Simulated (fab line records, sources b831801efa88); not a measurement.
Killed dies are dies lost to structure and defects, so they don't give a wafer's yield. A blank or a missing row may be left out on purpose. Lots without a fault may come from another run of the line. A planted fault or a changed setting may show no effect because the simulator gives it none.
One fault seen from 2 desks | flow sfq_line | each desk has only its own numbers; what lay behind them comes last

THE TOOL OWNER'S DESK: pvd_sputter-06
The tool's own readings at SFQ_TRILAYER_M6_DEP_SPUTTER_157 (material Nb, target thk 200 nm, time 133.3 s): means of the sampled wafers that have a number, for each lot that ran on this tool. A lot is out of limits, marked OUT, if its mean lies more than 4 standard deviations from the usual mean; the brackets give that distance.
Columns: A = throttle_valve_pct at SFQ_TRILAYER_M6_DEP_SPUTTER_157, usual 30.3 %
lot  | first seen here | A
L794 | day 67 15:07    | 30.3
L796 | day 67 21:07    | 30.6
L799 | day 68 15:22    | 30.4
L801 | day 70 03:23    | 30.3
L808 | day 71 23:17    | 30.1
L812 | day 73 07:49    | 29.8
L813 | day 73 13:49    | 30.0
This desk's finding: nothing out of limits on any of the 7 lots.

THE METROLOGY DESK
What the gauges read, lot by lot, whatever tool the lot ran on: means of the sampled wafers that have a number. A lot is out of limits, marked OUT, if its mean lies more than 4 standard deviations from the usual mean; the brackets give that distance.
Columns: A = M6_NB_RS at SFQ_M6_RS_MEAS_938, usual 0.892 ohm/sq
lot  | first seen here | A
L793 | day 67 12:51    | 0.888
L794 | day 67 15:13    | 0.893
L796 | day 67 21:13    | 0.887
L799 | day 68 15:30    | 0.903
L800 | day 69 03:16    | 0.890
L801 | day 70 03:30    | 0.890
L802 | day 70 23:19    | 0.890
L803 | day 71 07:34    | 0.894
L804 | day 71 08:57    | 0.900
L808 | day 71 23:25    | 0.886
L810 | day 72 12:35    | 0.888
L812 | day 73 07:56    | 0.632 (-36) OUT
L813 | day 73 13:56    | 0.634 (-35) OUT
L814 | day 73 17:31    | 0.897
This desk's finding: out of limits on L812, L813; first on L812, day 73 07:56 (M6_NB_RS at SFQ_M6_RS_MEAS_938). In limits: L793, L794, L796, L799, L800, L801, L802, L803, L804, L808, L810, L814.

PUT TOGETHER
The metrology desk could have raised an alarm at day 73 07:56, on L812, L813.
The tool owner's desk saw nothing out of limits.
The tool owner's desk has L812, L813 on record, within its limits.
Of the lots named, all ran SFQ_TRILAYER_M6_DEP_SPUTTER_157 on pvd_sputter-06.

WHAT THE SIMULATOR HAD PUT IN
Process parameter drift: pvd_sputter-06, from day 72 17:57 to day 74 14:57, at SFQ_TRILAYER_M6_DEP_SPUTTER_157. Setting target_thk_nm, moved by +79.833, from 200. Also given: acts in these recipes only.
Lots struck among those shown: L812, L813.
Hours from the fault's start to each desk's first reading out of limits: the metrology desk, 14.
